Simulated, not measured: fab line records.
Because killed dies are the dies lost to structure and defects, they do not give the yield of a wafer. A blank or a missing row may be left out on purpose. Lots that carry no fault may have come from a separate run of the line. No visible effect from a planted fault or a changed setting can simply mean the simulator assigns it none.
Matching of chambers	flow sky130	SKY_CAPM_CVD_00 on pecvd-02: 3 sister chambers
The step deposits SiO2, target thk 15.5 nm. 18 wafers are shown with their chamber, then 9 later ones without.

WAFERS, EACH WITH ITS CHAMBER
wafer	chamber	heater power w (W)
L074.1	0	658
L074.2	2	875
L074.5	2	863
L076.2	0	655
L076.4	2	870
L076.5	1	654
L082.2	0	619
L082.3	0	605
L082.5	0	632
L086.1	2	890
L086.3	0	568
L086.5	1	702
L088.2	0	592
L088.3	1	673
L088.4	0	596
L090.1	1	709
L090.4	1	711
L090.5	1	701

SIGNATURES (averages over the wafers above)
reading	chamber 0	chamber 1	chamber 2	scatter within a chamber
heater power w	615.62	691.67	874.50	25.8
Rule: a wafer's distance from a chamber is the root of the sum, over the readings, of the square of ((its reading less the chamber's mean) divided by the reading's scatter). The wafer belongs to the nearest chamber; if the next one is less than 2 further off, it can't be placed. The scatter: the root of (the sum of the squares of (reading less its chamber's mean) over the shown wafers, divided by (wafers less chambers)).

WAFERS WITH NO CHAMBER GIVEN
wafer	heater power w (W)
L094.1	787
L094.2	799
L094.3	662
L094.4	806
L094.5	768
L094.6	650
L096.1	829
L096.5	565
L096.6	844

THE CHAMBER EACH PASSED THROUGH
wafer	from the rows above	in truth
L094.1	can't be placed: 2 or 1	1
L094.2	can't be placed: 2 or 1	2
L094.3	can't be placed: 1 or 0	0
L094.4	can't be placed: 2 or 1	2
L094.5	can't be placed: 1 or 2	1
L094.6	can't be placed: 0 or 1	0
L096.1	2	2
L096.5	0	0
L096.6	2	2
Placed correctly: 3 of 9. Can't be placed from these rows: 6 (the true chamber is among the candidates in 6). 0 placed wrongly.
